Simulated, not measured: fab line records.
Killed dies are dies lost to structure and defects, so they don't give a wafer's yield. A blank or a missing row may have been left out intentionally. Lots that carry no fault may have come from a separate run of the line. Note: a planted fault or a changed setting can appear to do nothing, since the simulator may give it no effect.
Which tool did it?    flow sky130    13 lots with 37 wafers sampled at 4 steps, on a route of 708 steps

WHAT THE GAUGES READ, wafer by wafer
SKY_VT_ADJUST_LVTN_TW_MEAS_10.
lot   measured      on             VT_ADJUST_LVTN_TW
L515  day 6 23:51   film metro-02  239.5 240.0 239.9
L516  day 7 10:26   film metro-04  242.9 241.8 241.8
L517  day 7 18:56   film metro-04  240.4 240.7 241.9
L523  day 9 06:54   film metro-01  243.4 241.9
L524  day 9 13:40   film metro-01  243.1 243.1
L526  day 10 05:11  film metro-04  242.7 243.1 242.6
L531  day 11 09:17  film metro-04  243.1 244.2 243.1
L532  day 11 18:14  film metro-04  243.7 243.8 243.0
L534  day 12 03:04  film metro-04  240.5 242.5 242.9
L535  day 12 11:53  film metro-02  244.1 242.6 242.7
L536  day 12 17:27  film metro-01  244.8 244.9 244.6
L537  day 12 23:05  film metro-02  242.2 242.1 243.8
L538  day 13 05:05  film metro-02  244.1 245.1 243.9

SKY_SONOS_TUNNEL_TW_MEAS_12.
lot   measured      on             SONOS_TUNNEL_TW
L515  day 11 15:50  film metro-01  200.6 202.3 202.3
L516  day 12 02:02  film metro-02  198.0 198.5 195.8
L517  day 12 13:22  film metro-01  201.1 200.0 200.9
L523  day 14 06:59  film metro-02  30.1 29.9
L524  day 14 15:33  film metro-04  199.5 30.3
L526  day 15 10:02  film metro-02  197.0 30.0 29.8
L531  day 16 17:59  film metro-01  200.8 200.1 200.2
L532  day 17 06:15  film metro-04  197.7 197.5 197.6
L534  day 17 16:26  film metro-04  197.1 197.0 197.6
L535  day 18 03:00  film metro-04  197.7 198.7 198.5
L536  day 18 11:41  film metro-01  200.8 200.4 202.1
L537  day 18 15:55  film metro-01  200.7 199.9 199.4
L538  day 19 01:43  film metro-02  198.3 197.1 197.0

WHAT TOOL EACH LOT RAN ON (gives the tool, then ch and the chambers of the sampled wafers, and finally the start)
lot   SKY_NWELL_RTA_28                  SKY_SONOS_TUNNEL_DEVELOP_06
L515  rtp anneal-01 ch 0, day 5 08:40   litho track-02 ch 0, day 11 15:08
L516  rtp anneal-02 ch 0, day 5 17:47   litho track-01 ch 0, day 12 01:17
L517  rtp anneal-02 ch 0, day 6 02:27   litho track-03 ch 0, day 12 12:39
L523  rtp anneal-02 ch 0, day 7 11:19   litho track-02 ch 0, day 14 06:19
L524  rtp anneal-01 ch 0, day 7 17:45   litho track-02 ch 0, day 14 14:53
L526  rtp anneal-02 ch 0, day 8 08:29   litho track-02 ch 0, day 15 09:19
L531  rtp anneal-01 ch 0, day 9 09:52   litho track-01 ch 0, day 16 17:16
L532  rtp anneal-01 ch 0, day 9 19:17   litho track-01 ch 0, day 17 05:29
L534  rtp anneal-02 ch 0, day 10 04:23  litho track-01 ch 0, day 17 15:46
L535  rtp anneal-01 ch 0, day 10 12:32  litho track-02 ch 0, day 18 02:16
L536  rtp anneal-01 ch 0, day 10 18:01  litho track-02 ch 0, day 18 10:56
L537  rtp anneal-02 ch 0, day 10 22:17  litho track-03 ch 0, day 18 15:09
L538  rtp anneal-01 ch 0, day 11 04:23  litho track-01 ch 0, day 19 00:59
- SKY_NWELL_RTA_28: time 30 s.
- SKY_SONOS_TUNNEL_DEVELOP_06: develop time 60 s.

AS READ BY THE TOOLS THEMSELVES (means over the sampled wafers that have a number; for cases with no such wafer, the mark the record gives instead)
SKY_NWELL_RTA_28.
lot   tool           lamp power pct (%)  ramp down c per s  wafer_temp_C_max
L515  rtp anneal-01  25.28               90.008             1054.2
L516  rtp anneal-02  25.30               90.005             1054.4
L517  rtp anneal-02  25.34               90.016             1055.1
L523  rtp anneal-02  25.27               89.998             1054.7
L524  rtp anneal-01  25.40               89.983             1054.3
L526  rtp anneal-02  25.33               90.008             1054.2
L531  rtp anneal-01  25.32               89.994             1055.1
L532  rtp anneal-01  25.35               89.997             1055.2
L534  rtp anneal-02  25.31               90.004             1055.4
L535  rtp anneal-01  25.26               90.009             1055.5
L536  rtp anneal-01  25.32               89.987             1054.0
L537  rtp anneal-02  25.29               90.012             1054.7
L538  rtp anneal-01  25.37               90.006             1056.1

THE ANSWER, worked out from the rows above alone
Rule: what is usual is taken from the lots themselves. The widest of any qualifying gaps counts: lots, ordered by their means at a reading, are off when they make up no more than a third of the lots, leave a main group of 4 or more, and stand apart from it by 3 or more times the standard deviation of that group's means. Not used: any main group whose means are identical at the precision the tables above print for the reading. Also off: a lot with no number at a reading for which 4 or more lots have one. All remaining lots with rows at the step are treated as sound. Order of review: gauges by route order, followed by the tools' own readings, for which a lot's mean as printed above is used. At the first step where some lot is off, the reading lying furthest off is the one used; lots without a number count as furthest.
Off: L523, L524, L526, seen at SKY_SONOS_TUNNEL_TW_MEAS_12 (SONOS_TUNNEL_TW). For the main group the mean is 199.2 and the standard deviation 1.7.
If a tool, at a process step before that reading, ran all the lots that are off and no sound lot after the first of them, it fits. Gauges at SKY_SONOS_TUNNEL_TW_MEAS_12: tried the same way as those tools. None of those tried fits.

WHAT THE SIMULATOR PUT IN
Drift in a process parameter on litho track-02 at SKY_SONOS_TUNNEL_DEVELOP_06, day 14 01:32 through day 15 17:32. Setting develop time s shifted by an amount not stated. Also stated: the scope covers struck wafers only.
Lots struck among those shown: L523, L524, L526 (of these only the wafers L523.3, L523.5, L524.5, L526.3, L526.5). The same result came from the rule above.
